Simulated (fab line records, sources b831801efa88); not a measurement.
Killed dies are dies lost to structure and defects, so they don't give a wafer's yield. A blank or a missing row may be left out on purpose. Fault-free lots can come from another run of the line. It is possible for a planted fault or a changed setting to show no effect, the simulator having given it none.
Code-filled problem report in 8D (eight disciplines) form / flow gf180mcu / the parts of the form that need people (team, actions taken, sign-off) are left out

## 1. PROBLEM STATEMENT
V4_CVD_02_THK at GF_V4_THK_MEAS_03 reads a mean of 519 nm on 1 wafer of 1 lot; wafers without a fault read 852 nm with a standard deviation of 10. Relative to the usual mean, that is a shift of -33 standard deviations.
First observed at day 26 03:54: wafer L299.1, on filmMetro-03. Wafers with a number at this step in the record: 33, from 11 lots. Rule for "out", or "out of limits": more than 4 standard deviations from the usual mean. Any other wafer with a number is counted as sound.

## 2. WHAT IT IS, AND WHAT IT ISN'T
question=which readings at this step | is=V4_CVD_02_THK | is not=-
question=which lots | is=L299 | is not=L291, L292, L294, L303, L307, L308, L309, L310, L312, L314
question=which wafers of those lots | is=L299.1 | is not=L299.5, L299.6
question=read on which gauges | is=filmMetro-03 | is not=filmMetro-01, filmMetro-04
question=when | is=from day 26 03:54 | is not=up to then (11 sound wafers); but 21 sound wafers of L303, L307, L308, L309, L310, L312, L314 came after

## 3. THE SUSPECTS, EACH WITH WHAT RULES IT OUT
Counting: if a tool at a process step up to the reading ran every lot that is out, it stays a suspect. Sound lots after the first of them don't rule it out here, since some wafers of a struck lot are sound.
- the gauge at GF_V4_THK_MEAS_03: ruled out. All the wafers that are out were read on filmMetro-03, but those of them that GF_V4_CMP_04 has rows for are out there too, on other tools.
- plasmaAsher-03 at GF_V3_STRIP_18 (strips in O2/N2): kept. It ran the lot that is out, L299 (day 25 03:50).
- pvdSputter-04 at GF_M4_SPUTTER_03 (material Ti, target thk 10 nm, time 6.7 s): kept. It ran the lot that is out, L299 (day 25 05:14); its last sound lot up to then is L294 (day 23 06:43).
- pvdSputter-04 at GF_M4_SPUTTER_04 (material TiN, target thk 50 nm, time 41.7 s): kept. It ran the lot that is out, L299 (day 25 05:15); its last sound lot up to then is L294 (day 23 06:44).
- pecvd-02 at GF_V4_CVD_02 (deposits SiO2 from TEOS, target thk 850 nm, time 94.851 s): kept. It ran the lot that is out, L299 (day 26 03:50); its last sound lot up to then is L294 (day 24 05:56).
Left after counting: plasmaAsher-03 at GF_V3_STRIP_18, pvdSputter-04 at GF_M4_SPUTTER_03, pvdSputter-04 at GF_M4_SPUTTER_04, pecvd-02 at GF_V4_CVD_02.

## 4. THE CAUSE (what the simulator had put in)
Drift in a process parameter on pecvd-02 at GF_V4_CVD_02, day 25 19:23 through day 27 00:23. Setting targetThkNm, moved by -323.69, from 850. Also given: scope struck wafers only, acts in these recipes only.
Of the 4 suspects that counting leaves, this tool is one.

## 5. THE EFFECT CHAIN, in route order
One row per reading whose mean, taken over the struck wafers that have a number, lies over 3 standard deviations from the usual. Scope: only readings with a usual standard deviation given in the record; hours: median across lots of the time from each lot's start at the first step in this table that gives one to its start at this step; sigmas: change in usual standard deviations.
hours=0; step=GF_V4_THK_MEAS_03; reading=V4_CVD_02_THK; usual=852 nm; on struck wafers=519; change=-333; sigmas=-33
hours=0; step=GF_V4_CMP_04; reading=timeToEndpointS; usual=81 s; on struck wafers=43; change=-38; sigmas=-5.8
hours=-; step=GF_V4_ETCH_17; reading=oesProductAu; usual=0.856 a.u.; on struck wafers=0.769; change=-0.087; sigmas=-20
Here are the process steps it includes:
- GF_V4_CMP_04: polishes SiO2.
- GF_V4_ETCH_17: etches SiO2 in C4F8/O2/Ar, stops on TiN, target depth 630 nm.

## 6. WHAT WOULD HAVE CAUGHT IT SOONER
Counted from the fault's start at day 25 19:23, it took 9 hours until the first out-of-limits reading at a measuring or inspecting step in this record, taken at day 26 03:54.
An alarm limit of 4 standard deviations would not have fired on the tool readings at GF_V4_CVD_02 for which the record gives a usual standard deviation, since none of them was out on any struck wafer.
Each of the lots that are out, 1 in all, had begun GF_V4_CVD_02 on pecvd-02 no later than day 26 03:54. Tool hold at that time: it would have spared none of them.
